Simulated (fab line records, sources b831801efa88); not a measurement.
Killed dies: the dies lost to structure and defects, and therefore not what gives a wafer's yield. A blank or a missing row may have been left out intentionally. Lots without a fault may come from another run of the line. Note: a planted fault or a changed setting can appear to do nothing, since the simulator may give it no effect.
fab line records	flow sfq_line
[record] lots = 7	wafers = 21	last_day = 82
route steps=325 shown R5@216 I5@228 C5@240 M6@251
lots with no fault: from the same line, run without faults
start_h: the number of hours between the record's first day and the start of the first shown wafer of the lot	wait_h: hours since the lot's step before	" the same as in the row above	L1.1+2: several wafers, shown together as one row	- value missing, or start not given	* or withheld: withheld	< > ~ a bound
route shown NAME@n: a module of which the file shows steps, and the number in the route of the first	usual: mean/standard deviation of fault-free wafers	same: alike in all rows	chamber/n: place in a boat	sites: each site's reading	_std_site: their standard deviation	_edge_site: inner sites' mean taken away from outer sites' mean	radius_mm: for every site, how far away it sits from the centre of the wafer	mask NAME#n: copy n	behind: the tool/chamber that last shaped the wafer	hold: what put the lot on hold/how long, in hours/how the hold closed	device: the n, p or np transistor that did not switch	end of line: tests of these same wafers at the route's end	a step with no rows: only its recipe	killed: dies lost to structure and defects at the first sort, not the wafer's yield	map: shows each die of a wafer: x if killed, . if not, _ if none is there
set.NAME: the run value of the setting; set.NAME@STEP: its run value at that earlier step	model.NAME: the simulator's own value behind a step, which no gauge read
lots at some steps of the route; a table a step, a row a wafer
services: a tool's chamber out of use, with start hour (start_h, from the record's first day; less than 0 if before it), hours out, and reason
[[steps]]
[step SFQ_R5_THK_MEAS_934]
[recipe] thk_meas_gauge = xrf	reads = MoNx_of_TRILAYER_R5_DEP_SPUTTER_133
[usual] R5_MONX_THK = 39.7/0.43
lot.wafer	tool	chamber	start_h	wait_h	R5_MONX_THK[nm]
L147.1	film_metro-01	-	1245.79	0.1	40.4
L147.2	"	-	"	"	40.4
L147.6	"	-	"	"	39.9
L151.1	film_metro-04	-	1284.28	0.1	40.1
L151.5	"	-	"	"	40.2
L151.6	"	-	"	"	40.4
L156.1	film_metro-04	-	1354.98	0.1	40.0
L156.4	"	-	"	"	39.8
L156.6	"	-	"	"	40.0
L157.1	film_metro-01	-	1356.97	0.1	39.8
L157.4	"	-	"	"	39.6
L157.6	"	-	"	"	40.2
L160.1	film_metro-04	-	1385.28	0.1	39.9
L160.3	"	-	"	"	39.9
L160.5	"	-	"	"	39.8
L162.1	film_metro-04	-	1391.28	0.1	39.4
L162.2	"	-	"	"	39.3
L162.4	"	-	"	"	39.8
L164.1	film_metro-01	-	1405.68	0.1	39.3
L164.5	"	-	"	"	39.7
L164.6	"	-	"	"	39.3
[step SFQ_TRILAYER_R5_LITHO_COAT_141]
[recipe] resist = BARC	spin_rpm = 3000	resist_thk_nm = 62
[step SFQ_TRILAYER_R5_LITHO_COAT_136]
[recipe] resist = KrF	spin_rpm = 3000	resist_thk_nm = 600
[step SFQ_TRILAYER_R5_LITHO_SOFTBAKE_140]
[recipe] temp_c = withheld	time_s = withheld	resist = KrF
[step SFQ_TRILAYER_R5_LITHO_EXPOSE_137]
[recipe] mask_id = R5	na = 0.6	source_shape = conventional	sigma_outer = 0.65	target_cd_nm = 500	dose_mj = 14.4
[step SFQ_TRILAYER_R5_LITHO_PEB_139]
[recipe] peb_temp_c = 115	peb_time_s = 60	resist = KrF
[step SFQ_TRILAYER_R5_LITHO_DEVELOP_138]
[recipe] time_s = 60	resist = KrF
[step SFQ_R5_OVL_MEAS_935]
[usual] R5_OVL = -5/5.7
lot.wafer	tool	chamber	start_h	wait_h	R5_OVL[nm]
L147.1	overlay-02	-	1249.25	0.1	-14
L147.2	"	-	"	"	-8
L147.6	"	-	"	"	-9
L151.1	overlay-01	-	1286.59	0.1	-14
L151.5	"	-	"	"	-10
L151.6	"	-	"	"	-8
L156.1	overlay-02	-	1465.90	0.1	5
L156.4	"	-	"	"	1
L156.6	"	-	"	"	2
L157.1	overlay-02	-	1467.10	0.1	1
L157.4	"	-	"	"	-5
L157.6	"	-	"	"	-4
L160.1	overlay-02	-	1497.01	0.1	7
L160.3	"	-	"	"	10
L160.5	"	-	"	"	4
L162.1	overlay-01	-	1504.07	0.1	2
L162.2	"	-	"	"	-4
L162.4	"	-	"	"	-4
L164.1	overlay-02	-	1521.00	0.1	-11
L164.5	"	-	"	"	-10
L164.6	"	-	"	"	-11
[step SFQ_TRILAYER_R5_BARC_OPEN_METAL_ETCH_177]
[recipe] mask_material = PR	chemistry = O2	target_depth_nm = 125	target = BARC	icp_w = 600	bias_w = 80	pressure_mtorr = 10	time_s = 41.7
[usual] drypump_motor_current_A = 5.32/0.17	oes_product_au = 0.686/0.0047
[same] time_s = 41.7
lot.wafer	tool	chamber	start_h	wait_h	drypump_motor_current_A	oes_product_au	rf_hours_counter_h
L147.1	rie_metal-04	0	1249.28	0.0	5.04	0.690	100
L147.2	"	1	"	"	5.46	0.682	127
L147.6	"	0	"	"	5.06	0.687	-
L151.1	rie_metal-01	0	1286.63	0.0	5.18	0.682	82
L151.5	"	0	"	"	5.18	0.677	-
L151.6	"	1	"	"	5.61	0.690	-
L156.1	rie_metal-04	1	1465.93	0.0	5.45	0.680	11
L156.4	"	1	"	"	5.44	0.679	-
L156.6	"	1	"	"	5.42	0.683	-
L157.1	rie_metal-01	1	1467.13	0.0	5.59	0.691	87
L157.4	"	0	"	"	5.18	0.683	-
L157.6	"	1	"	"	5.60	0.677	-
L160.1	rie_metal-01	0	1497.05	0.0	5.20	0.688	113
L160.3	"	1	"	"	5.63	0.683	-
L160.5	"	1	"	"	5.65	0.673	-
L162.1	rie_metal-02	1	1504.11	0.0	5.24	0.686	138
L162.2	"	0	"	"	5.28	0.680	96
L162.4	"	1	"	"	5.24	0.692	-
L164.1	rie_metal-02	0	1521.03	0.0	5.28	0.686	98
L164.5	"	1	"	"	5.28	0.679	-
L164.6	"	0	"	"	5.28	0.688	-
[step SFQ_TRILAYER_R5_ETCH_METAL_ETCH_139]
[recipe] stop_on = SiO2	mask_material = PR	chemistry = Cl2	target_depth_nm = 60	icp_w = 608.7	bias_w = 80	pressure_mtorr = 10	time_s = 40
[step SFQ_TRILAYER_R5_STRIP_STRIP_140]
[recipe] gas = O2	power_w = 200	platen_temp_c = 40	overash_fraction = 0.65	chemistry = O2	pressure_mtorr = 50
[usual] drypump_motor_current_A = 5.33/0.18	oes_product_au = 1.000/0.0071
lot.wafer	tool	chamber	start_h	wait_h	drypump_motor_current_A	oes_product_au	rf_hours_counter_h
L147.1	rie_metal-04	0	1249.40	0.0	5.03	0.995	100
L147.2	"	1	"	"	5.48	1.013	127
L147.6	"	0	"	"	5.00	1.005	-
L151.1	rie_metal-01	0	1286.75	0.0	5.20	0.996	82
L151.5	"	0	"	"	5.19	1.003	-
L151.6	"	1	"	"	5.62	1.004	-
L156.1	rie_metal-04	1	1466.05	0.0	5.43	0.993	11
L156.4	"	1	"	"	5.42	1.000	-
L156.6	"	1	"	"	5.43	0.994	-
L157.1	rie_metal-01	1	1467.25	0.0	5.62	1.003	87
L157.4	"	0	"	"	5.20	0.999	-
L157.6	"	1	"	"	5.63	1.001	-
L160.1	rie_metal-01	0	1497.16	0.0	5.18	0.994	113
L160.3	"	1	"	"	5.65	1.007	-
L160.5	"	1	"	"	5.61	1.018	-
L162.1	rie_metal-02	1	1504.23	0.0	5.25	0.993	138
L162.2	"	0	"	"	5.30	1.006	96
L162.4	"	1	"	"	5.27	0.998	-
L164.1	rie_metal-02	0	1521.15	0.0	5.27	0.997	98
L164.5	"	1	"	"	5.25	0.994	-
L164.6	"	0	"	"	5.31	0.991	-
[step SFQ_TRILAYER_R5_STRIP_SOLV_CLEAN_141]
[recipe] chemistry = NMP	temp_c = 70	time_s = 600
[step SFQ_TRILAYER_A5C_DEP_PECVD_142]
[recipe] material = SiO2	temp_c = 150	time_s = 15.556	pressure_torr = 2.4	rf_w = 183.3	precursor = SiH4/N2O	target_thk_nm = 70
[usual] heater_power_w = 82/7.5	throttle_valve_pct = 25.1/0.78
lot.wafer	tool	chamber	start_h	wait_h	heater_power_w	throttle_valve_pct	model.SiO2_of_TRILAYER_A5C_DEP_PECVD_142.thk_nm
L147.1	pecvd-02	1	1250.18	0.0	74	24.0	69.77
L147.2	"	2	"	"	81	24.9	69.97
L147.6	"	1	"	"	77	24.3	70.95
L151.1	pecvd-01	2	1287.52	0.0	83	25.0	70.1
L151.5	"	1	"	"	90	24.7	71.01
L151.6	"	2	"	"	86	25.2	71.06
L156.1	pecvd-01	2	1466.83	0.0	71	25.4	69.14
L156.4	"	2	"	"	73	25.2	70.46
L156.6	"	1	"	"	82	25.1	70.96
L157.1	pecvd-02	2	1468.03	0.0	82	24.8	69.59
L157.4	"	2	"	"	83	24.6	70.6
L157.6	"	0	"	"	82	27.7	70.65
L160.1	pecvd-01	2	1497.94	0.0	77	25.5	23.6
L160.3	"	1	"	"	89	25.4	22.98
L160.5	"	2	"	"	77	25.7	23.61
L162.1	pecvd-01	0	1505.21	0.0	81	24.9	22.01
L162.2	"	1	"	"	92	25.0	22.9
L162.4	"	2	"	"	77	25.4	22.3
L164.1	pecvd-01	1	1521.93	0.0	83	25.4	23.09
L164.5	"	1	"	"	85	25.4	23.23
L164.6	"	2	"	"	83	25.8	23.87
[step SFQ_TRILAYER_I5_LITHO_COAT_149]
[recipe] resist = BARC	spin_rpm = 3000	resist_thk_nm = 62
[step SFQ_TRILAYER_I5_LITHO_COAT_144]
[recipe] resist = KrF	spin_rpm = 3000	resist_thk_nm = 650
[step SFQ_TRILAYER_I5_LITHO_SOFTBAKE_148]
[recipe] temp_c = withheld	time_s = withheld	resist = KrF
[step SFQ_TRILAYER_I5_LITHO_EXPOSE_145]
[recipe] mask_id = I5	na = 0.6	source_shape = conventional	sigma_outer = 0.65	target_cd_nm = 700	dose_mj = 21.3
[step SFQ_TRILAYER_I5_LITHO_PEB_147]
[recipe] peb_temp_c = 115	peb_time_s = 60	resist = KrF
[step SFQ_TRILAYER_I5_LITHO_DEVELOP_146]
[recipe] time_s = 60	resist = KrF
[step SFQ_I5_OVL_MEAS_936]
[usual] I5_OVL = 1/6.5
lot.wafer	tool	chamber	start_h	wait_h	I5_OVL[nm]
L147.1	overlay-01	-	1374.70	0.1	-4
L147.2	"	-	"	"	-6
L147.6	"	-	"	"	-4
L151.1	overlay-01	-	1410.70	0.1	7
L151.5	"	-	"	"	10
L151.6	"	-	"	"	6
L156.1	overlay-01	-	1583.52	0.1	-7
L156.4	"	-	"	"	-5
L156.6	"	-	"	"	-4
L157.1	overlay-02	-	1587.24	0.1	3
L157.4	"	-	"	"	3
L157.6	"	-	"	"	5
L160.1	overlay-02	-	1610.04	0.1	-1
L160.3	"	-	"	"	-7
L160.5	"	-	"	"	-6
L162.1	overlay-02	-	1620.84	0.1	7
L162.2	"	-	"	"	13
L162.4	"	-	"	"	8
L164.1	overlay-02	-	1636.65	0.1	-1
L164.5	"	-	"	"	1
L164.6	"	-	"	"	0
[step SFQ_TRILAYER_I5_BARC_OPEN_VIA_ETCH_200]
[recipe] mask_material = PR	chemistry = O2	target_depth_nm = 125	target = BARC	source_w = 500	bias_w = 80	pressure_mtorr = 30	time_s = 41.7
[step SFQ_TRILAYER_I5_ETCH_VIA_ETCH_147]
[recipe] stop_on = Nb	mask_material = PR	chemistry = CHF3	target_depth_nm = 360	source_w = 500	bias_w = 80	pressure_mtorr = 30	time_s = withheld
[usual] drypump_motor_current_A = 5.87/0.24	oes_product_au = 0.989/0.0051
lot.wafer	tool	chamber	start_h	wait_h	drypump_motor_current_A	oes_product_au
L147.1	rie_diel-03	3	1374.77	0.0	6.10	0.989
L147.2	"	0	"	"	5.96	0.988
L147.6	"	1	"	"	5.55	0.990
L151.1	rie_diel-04	3	1410.77	0.0	5.90	0.986
L151.5	"	1	"	"	6.09	0.988
L151.6	"	2	"	"	5.97	0.988
L156.1	rie_diel-03	1	1583.60	0.0	5.55	0.986
L156.4	"	2	"	"	6.21	0.979
L156.6	"	0	"	"	5.95	0.987
L157.1	rie_diel-04	1	1587.32	0.0	6.08	0.987
L157.4	"	3	"	"	5.93	0.987
L157.6	"	1	"	"	6.09	0.995
L160.1	rie_diel-04	2	1610.12	0.0	5.96	0.983
L160.3	"	0	"	"	5.46	0.991
L160.5	"	3	"	"	5.93	0.997
L162.1	rie_diel-04	2	1620.92	0.0	5.95	0.986
L162.2	"	3	"	"	5.94	0.987
L162.4	"	1	"	"	6.10	0.984
L164.1	rie_diel-03	3	1636.73	0.0	6.11	0.991
L164.5	"	0	"	"	5.97	0.991
L164.6	"	3	"	"	6.08	0.994
[step SFQ_TRILAYER_I5_STRIP_STRIP_148]
[recipe] gas = O2	power_w = 200	platen_temp_c = 40	overash_fraction = 0.65	chemistry = O2	pressure_mtorr = 50
[step SFQ_TRILAYER_I5_STRIP_SOLV_CLEAN_149]
[recipe] chemistry = NMP	temp_c = 70	time_s = 600
[step SFQ_TRILAYER_C5_LITHO_COAT_156]
[recipe] resist = BARC	spin_rpm = 3000	resist_thk_nm = 62
[step SFQ_TRILAYER_C5_LITHO_COAT_151]
[recipe] resist = KrF	spin_rpm = 3000	resist_thk_nm = 656.7
[step SFQ_TRILAYER_C5_LITHO_SOFTBAKE_155]
[recipe] temp_c = withheld	time_s = withheld	resist = KrF
[step SFQ_TRILAYER_C5_LITHO_EXPOSE_152]
[recipe] mask_id = C5	na = 0.6	source_shape = conventional	sigma_outer = 0.65	target_cd_nm = 500	dose_mj = 21.3
[step SFQ_TRILAYER_C5_LITHO_PEB_154]
[recipe] peb_temp_c = 115	peb_time_s = 60	resist = KrF
[step SFQ_TRILAYER_C5_LITHO_DEVELOP_153]
[recipe] time_s = 60	resist = KrF
[step SFQ_C5_OVL_MEAS_937]
[usual] C5_OVL = 2/5.4
lot.wafer	tool	chamber	start_h	wait_h	C5_OVL[nm]
L147.1	overlay-01	-	1485.01	0.1	5
L147.2	"	-	"	"	8
L147.6	"	-	"	"	7
L151.1	overlay-02	-	1527.00	0.1	1
L151.5	"	-	"	"	1
L151.6	"	-	"	"	0
L156.1	overlay-01	-	1678.13	0.1	-8
L156.4	"	-	"	"	-4
L156.6	"	-	"	"	4
L157.1	overlay-02	-	1691.33	0.1	-5
L157.4	"	-	"	"	-2
L157.6	"	-	"	"	0
L160.1	overlay-02	-	1702.13	0.1	-5
L160.3	"	-	"	"	-4
L160.5	"	-	"	"	-8
L162.1	overlay-01	-	1705.73	0.1	3
L162.2	"	-	"	"	12
L162.4	"	-	"	"	5
L164.1	overlay-02	-	1716.29	0.1	-3
L164.5	"	-	"	"	-6
L164.6	"	-	"	"	-11
[step SFQ_TRILAYER_C5_BARC_OPEN_VIA_ETCH_210]
[recipe] mask_material = PR	chemistry = O2	target_depth_nm = 125	target = BARC	source_w = 500	bias_w = 80	pressure_mtorr = 30	time_s = 41.7
[usual] drypump_motor_current_A = 5.9/0.32	oes_product_au = 0.685/0.0047
[same] time_s = 41.7
lot.wafer	tool	chamber	start_h	wait_h	drypump_motor_current_A	oes_product_au	rf_hours_counter_h
L147.1	rie_diel-04	0	1485.05	0.0	5.5	0.686	12
L147.2	"	2	"	"	6.0	0.686	2
L147.6	"	3	"	"	5.9	0.684	-
L151.1	rie_diel-03	2	1527.03	0.0	6.2	0.687	20
L151.5	"	1	"	"	5.6	0.685	-
L151.6	"	0	"	"	5.9	0.690	-
L156.1	rie_diel-02	3	1678.17	0.0	6.5	0.678	17
L156.4	"	1	"	"	6.0	0.680	-
L156.6	"	3	"	"	6.5	0.682	-
L157.1	rie_diel-03	3	1691.37	0.0	6.1	0.698	17
L157.4	"	1	"	"	5.6	0.682	10
L157.6	"	0	"	"	6.0	0.683	-
L160.1	rie_diel-03	1	1702.17	0.0	5.6	0.684	10
L160.3	"	2	"	"	6.2	0.688	2
L160.5	"	3	"	"	6.1	0.685	-
L162.1	rie_diel-02	1	1705.77	0.0	6.0	0.690	3
L162.2	"	0	"	"	5.5	0.684	2
L162.4	"	1	"	"	6.0	0.694	-
L164.1	rie_diel-02	1	1716.33	0.0	6.0	0.682	3
L164.5	"	0	"	"	5.6	0.687	-
L164.6	"	3	"	"	6.4	0.691	-
[step SFQ_TRILAYER_C5_ETCH_VIA_ETCH_154]
[recipe] target = SiO2	mask_material = PR	chemistry = CHF3	target_depth_nm = 84	source_w = 500	bias_w = 80	pressure_mtorr = 30	time_s = withheld	stop_on = Nb
[usual] drypump_motor_current_A = 5.9/0.32	oes_product_au = 0.893/0.008
lot.wafer	tool	chamber	start_h	wait_h	drypump_motor_current_A	oes_product_au	model.C5.feature_depth_nm	model.etch.depth_nm
L147.1	rie_diel-04	0	1485.09	0.0	5.5	0.880	69.77	69.77
L147.2	"	2	"	"	6.0	0.884	69.97	69.97
L147.6	"	3	"	"	5.9	0.894	70.95	70.95
L151.1	rie_diel-03	2	1527.07	0.0	6.2	0.889	70.1	70.1
L151.5	"	1	"	"	5.6	0.895	71.01	71.01
L151.6	"	0	"	"	5.9	0.897	71.06	71.06
L156.1	rie_diel-02	3	1678.21	0.0	6.5	0.883	69.14	69.14
L156.4	"	1	"	"	5.9	0.895	70.46	70.46
L156.6	"	3	"	"	6.5	0.898	70.96	70.96
L157.1	rie_diel-03	3	1691.41	0.0	6.1	0.896	69.59	69.59
L157.4	"	1	"	"	5.5	0.904	70.6	70.6
L157.6	"	0	"	"	6.0	0.901	70.65	70.65
L160.1	rie_diel-03	1	1702.21	0.0	5.6	0.545	23.6	23.6
L160.3	"	2	"	"	6.2	0.548	22.98	22.98
L160.5	"	3	"	"	6.1	0.555	23.61	23.61
L162.1	rie_diel-02	1	1705.81	0.0	6.0	0.534	22.01	22.01
L162.2	"	0	"	"	5.6	0.547	22.9	22.9
L162.4	"	1	"	"	6.0	0.549	22.3	22.3
L164.1	rie_diel-02	1	1716.37	0.0	6.0	0.550	23.09	23.09
L164.5	"	0	"	"	5.6	0.552	23.23	23.23
L164.6	"	3	"	"	6.5	0.549	23.87	23.87
[step SFQ_TRILAYER_C5_STRIP_STRIP_155]
[recipe] gas = O2	power_w = 200	platen_temp_c = 40	overash_fraction = 0.65	chemistry = O2	pressure_mtorr = 50
[usual] drypump_motor_current_A = 5.3/0.35	oes_product_au = 1.006/0.0072
lot.wafer	tool	chamber	start_h	wait_h	drypump_motor_current_A	oes_product_au	rf_hours_counter_h
L147.1	rie_metal-03	0	1485.13	-	4.8	1.015	33
L147.2	"	1	"	"	5.7	1.016	65
L147.6	"	1	"	"	5.7	1.011	-
L151.1	rie_metal-04	0	1527.12	-	5.0	0.999	0
L151.5	"	0	"	"	5.0	1.017	-
L151.6	"	1	"	"	5.4	1.003	-
L156.1	rie_metal-04	1	1678.25	-	5.4	1.012	40
L156.4	"	0	"	"	5.0	1.007	-
L156.6	"	0	"	"	5.0	1.009	-
L157.1	rie_metal-03	0	1691.45	-	4.8	1.006	60
L157.4	"	0	"	"	4.8	1.003	-
L157.6	"	0	"	"	4.8	0.998	-
L160.1	rie_metal-04	1	1702.25	-	5.5	0.997	44
L160.3	"	0	"	"	5.0	0.991	-
L160.5	"	1	"	"	5.4	0.994	-
L162.1	rie_metal-03	1	1705.85	-	5.7	1.007	95
L162.2	"	0	"	"	4.8	0.992	62
L162.4	"	1	"	"	5.7	1.009	-
L164.1	rie_metal-01	0	1716.42	-	5.2	1.007	0
L164.5	"	0	"	"	5.2	1.013	-
L164.6	"	1	"	"	5.6	1.005	-
[step SFQ_TRILAYER_C5_STRIP_SOLV_CLEAN_156]
[recipe] chemistry = NMP	temp_c = 70	time_s = 600
[step SFQ_TRILAYER_M6_DEP_PRE_CLEAN_158]
[recipe] gas = Ar	time_s = 22.5	bias_v = 250
[same] time_s = 22.5
lot.wafer	tool	chamber	start_h	wait_h	model.SiO2_of_TRILAYER_A5C_DEP_PECVD_142.thk_nm
L147.1	pvd_sputter-05	-	1485.91	0.0	62.27
L147.2	"	-	"	"	62.47
L147.6	"	-	"	"	63.45
L151.1	pvd_sputter-05	-	1527.89	0.0	62.6
L151.5	"	-	"	"	63.51
L151.6	"	-	"	"	63.56
L156.1	pvd_sputter-03	-	1679.03	0.0	61.64
L156.4	"	-	"	"	62.96
L156.6	"	-	"	"	63.46
L157.1	pvd_sputter-06	-	1692.23	0.0	62.09
L157.4	"	-	"	"	63.1
L157.6	"	-	"	"	63.15
L160.1	pvd_sputter-05	-	1703.03	0.0	16.1
L160.3	"	-	"	"	15.48
L160.5	"	-	"	"	16.11
L162.1	pvd_sputter-03	-	1706.63	0.0	14.51
L162.2	"	-	"	"	15.4
L162.4	"	-	"	"	14.8
L164.1	pvd_sputter-03	-	1717.19	0.0	15.59
L164.5	"	-	"	"	15.73
L164.6	"	-	"	"	16.37
[step SFQ_TRILAYER_M6_DEP_SPUTTER_157]
[recipe] material = Nb	base_pressure_pa = 1.33e-06	chamber_pressure_pa = 0.1377	substrate_temp_c = 20	target_thk_nm = 200	power_w = 2000	time_s = 133.3
[[services]]
tool	chamber	start_h	hours	kind
rie_diel-03	3	1229.05	4.3	repair
rie_diel-02	1	1243.08	4.9	repair
rie_diel-02	1	1248.67	2.7	repair
rie_diel-03	2	1272.09	2.1	repair
rie_diel-03	-	1291.62	2.8	pm
rie_diel-03	3	1295.52	8.4	repair
rie_diel-03	2	1302.08	1.6	repair
rie_diel-02	0	1305.09	11.4	repair
rie_diel-04	0	1320.45	1.2	repair
rie_diel-03	1	1336.69	3.8	repair
rie_diel-04	1	1354.50	4.8	repair
rie_diel-03	3	1379.90	5.3	repair
rie_metal-01	-	1385.74	0.7	repair
rie_diel-04	-	1387.97	1.5	repair
rie_diel-04	-	1397.97	2.8	pm
rie_metal-04	0	1428.00	5.0	repair
rie_diel-04	0	1449.67	3.3	repair
rie_metal-01	-	1451.33	2.8	pm
rie_diel-03	1	1484.78	2.3	repair
rie_diel-03	-	1496.81	0.4	repair
rie_diel-03	0	1522.79	3.0	repair
rie_diel-03	-	1616.74	0.8	repair
rie_diel-03	3	1620.23	11.1	repair
rie_metal-01	1	1636.51	52.3	repair
[[key]]
[first_sign] step = SFQ_TRILAYER_C5_ETCH_VIA_ETCH_154	reading = oes_product_au	direction = down	sigmas = 43	usual = 0.893	struck = 0.548
effect none on later readings
[model_effect] step = SFQ_TRILAYER_A5C_DEP_PECVD_142	value = SiO2_of_TRILAYER_A5C_DEP_PECVD_142.thk_nm	without = 69.63	struck = 23.06
[model_effect] step = SFQ_TRILAYER_C5_ETCH_VIA_ETCH_154	value = C5.feature_depth_nm	without = 69.63	struck = 23.06
[model_effect] step = SFQ_TRILAYER_M6_DEP_PRE_CLEAN_158	value = SiO2_of_TRILAYER_A5C_DEP_PECVD_142.thk_nm	without = 62.13	struck = 15.56
met_at SFQ_TRILAYER_A5C_DEP_PECVD_142
struck_wafers L160.1,L160.3,L160.5,L162.1,L162.2,L162.4,L164.1,L164.5,L164.6
onset_between 1466.83 1497.94
also_fits time
[fault] kind = process_parameter_drift	tool = pecvd-01	chamber = -	onset_h = 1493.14	steps = SFQ_TRILAYER_A5C_DEP_PECVD_142	channel = target_thk_nm	offset = -46.607	shape = step	end_h = 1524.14	acts_in = these_recipes_only	stated = 70
